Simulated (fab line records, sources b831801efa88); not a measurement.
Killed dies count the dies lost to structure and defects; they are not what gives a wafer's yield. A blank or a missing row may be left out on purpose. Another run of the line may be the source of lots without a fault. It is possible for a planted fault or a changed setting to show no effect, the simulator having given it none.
Code-filled problem report in 8D (eight disciplines) form + flow gf180mcu + the parts of the form that need people (team, actions taken, sign-off) are left out

1. THE ISSUE
VT_IMPLANT_2_TW at GF_VT_IMPLANT_TW_MEAS_21 reads a mean of 1144 on 9 wafers of 3 lots; wafers without a fault read 1219 with a standard deviation of 12. Measured from the usual mean, that is -6.3 standard deviations.
Seen first at day 8 23:36 on film-metro-03, wafer L309.1. The record holds 39 wafers of 13 lots with a number at this step. Rule for "out", or "out of limits": more than 4 standard deviations from the usual mean. Any other wafer with a number is counted as sound.

2. WHAT IT IS, WHAT IT ISN'T
| question                    | is                           | is not                                                                                                  |
|-----------------------------|------------------------------|---------------------------------------------------------------------------------------------------------|
| which readings at this step | VT_IMPLANT_2_TW              | -                                                                                                       |
| which lots                  | L309, L310, L311             | L299, L300, L301, L312, L313, L314, L315, L316, L318, L322                                              |
| which wafers of those lots  | all that have a number       | -                                                                                                       |
| read on which gauges        | film-metro-03, film-metro-04 | film-metro-02                                                                                           |
| when                        | from day 8 23:36             | up to then (9 sound wafers); but 21 sound wafers of L312, L313, L314, L315, L316, L318, L322 came after |

3. SUSPECTS, AND WHAT RULES EACH OUT
Counting: any tool at a process step up to the reading is kept as a suspect provided that every lot that is out went through it and no sound lot did after the first of them.
- the gauge at GF_VT_IMPLANT_TW_MEAS_21: ruled out. 2 gauges (film-metro-03, film-metro-04) read the wafers that are out.
- implanter-02 at GF_VT_IMPLANT_IMPLANT_19: kept. Every lot that is out went through it, starting with L309 (day 8 23:21), and after that it ran no sound lot; the last sound lot it ran before then is L300 (day 6 13:25). Its own readings are out on those wafers: dose-ions-cm2, faraday-current-uA.
After counting, what remains is implanter-02 at GF_VT_IMPLANT_IMPLANT_19.

4. THE CAUSE (what the simulator had put in)
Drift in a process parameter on implanter-02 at GF_VT_IMPLANT_IMPLANT_19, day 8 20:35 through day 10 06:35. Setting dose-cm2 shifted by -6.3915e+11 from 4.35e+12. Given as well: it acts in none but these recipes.
After counting, this tool was the only one left.

5. SEQUENCE OF EFFECTS, ordered by route
Rows list readings where the struck wafers' mean (over those with a number) sits beyond 3 standard deviations from the usual. Scope: only readings with a usual standard deviation given in the record; hours: median across lots of the time from each lot's start at the first step in this table that gives one to its start at this step; sigmas: change in usual standard deviations.
| hours | step                     | reading            | usual    | on struck wafers | change    | sigmas      |
|-------|--------------------------|--------------------|----------|------------------|-----------|-------------|
| 0     | GF_VT_IMPLANT_IMPLANT_19 | dose-ions-cm2      | 4.35e+12 | 3.71e+12         | -6.37e+11 | -99 or more |
| 0     | GF_VT_IMPLANT_IMPLANT_19 | faraday-current-uA | 24.4     | 20.7             | -3.7      | -8.3        |
| 0     | GF_VT_IMPLANT_TW_MEAS_21 | VT_IMPLANT_2_TW    | 1219     | 1144             | -75       | -6.3        |
Process steps it contains:
- GF_VT_IMPLANT_IMPLANT_19
At these later measuring or inspecting steps, every struck wafer for which the step has a row has a number for every such reading, and none has moved that far: GF_PSD_TW_MEAS_11, GF_SALICIDE_RS_MEAS_04.

6. WHAT WOULD HAVE CAUGHT IT SOONER
Counted from the fault's start at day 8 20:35, it took 3 hours until the first out-of-limits reading at a measuring or inspecting step in this record, taken at day 8 23:36.
Tool's own readings at GF_VT_IMPLANT_IMPLANT_19, dose-ions-cm2, faraday-current-uA: out on all struck wafers the step has rows for; an alarm limit on them would have tripped on the first.
Of the lots that are out (3), L310, L311 began GF_VT_IMPLANT_IMPLANT_19 on implanter-02 after day 8 23:36. A hold on the tool at that time would have spared those 2.
